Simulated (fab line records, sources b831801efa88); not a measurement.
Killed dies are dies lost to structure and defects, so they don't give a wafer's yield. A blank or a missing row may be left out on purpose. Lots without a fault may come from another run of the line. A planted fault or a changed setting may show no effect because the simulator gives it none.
One fault seen from 2 desks | flow sky130 | each desk has only its own numbers; what lay behind them comes last

THE TOOL OWNER'S DESK: litho_track-03
The tool's own readings at SKY_METAL2_SOFTBAKE_11 (time 90 s): means of the sampled wafers that have a number, for each lot that ran on this tool. A lot is out of limits, marked OUT, if its mean lies more than 4 standard deviations from the usual mean; the brackets give that distance.
Columns: A = heater_power_total_W at SKY_METAL2_SOFTBAKE_11, usual 57.36 W; B = run_length_s at SKY_METAL2_SOFTBAKE_11, usual 119.22 s
lot  | first seen here | A     | B
L694 | day 35 09:00    | 57.28 | 119.09
L699 | day 37 04:00    | 57.34 | 118.95
L702 | day 38 20:00    | 57.44 | 124.21 (+22) OUT
L707 | day 39 15:00    | 57.31 | 124.22 (+22) OUT
This desk's finding: out of limits on L702, L707; first on L702, day 38 20:00 (run_length_s at SKY_METAL2_SOFTBAKE_11). In limits: L694, L699.

THE METROLOGY DESK
What the gauges read, lot by lot, whatever tool the lot ran on: means of the sampled wafers that have a number. A lot is out of limits, marked OUT, if its mean lies more than 4 standard deviations from the usual mean; the brackets give that distance.
Columns: A = cd_nm at SKY_METAL1_CD_MEAS_15, usual 139.8 nm
lot  | first seen here | A
L692 | day 33 04:54    | 138.3
L693 | day 33 14:07    | 139.5
L694 | day 33 15:45    | 138.2
L698 | day 34 23:10    | 140.3
L697 | day 35 01:08    | 137.6
L699 | day 35 11:30    | 139.6
L704 | day 37 00:28    | 141.1
L702 | day 37 03:26    | 137.3
L703 | day 37 04:08    | 137.4
L707 | day 37 22:17    | 138.0
L711 | day 38 20:26    | 141.3
L714 | day 39 20:14    | 137.5
This desk's finding: nothing out of limits on any of the 12 lots.

PUT TOGETHER
The tool owner's desk could have raised an alarm at day 38 20:00, on L702, L707.
The metrology desk saw nothing out of limits.
The metrology desk has L702, L707 on record, within its limits.
Of the lots named, all ran SKY_METAL2_SOFTBAKE_11 on litho_track-03.

WHAT THE SIMULATOR HAD PUT IN
Process parameter drift: litho_track-03, from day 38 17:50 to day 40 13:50, at SKY_METAL2_SOFTBAKE_11. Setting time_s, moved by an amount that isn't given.
Lots struck among those shown: L702, L707.
Hours from the fault's start to each desk's first reading out of limits: the tool owner's desk, 2.
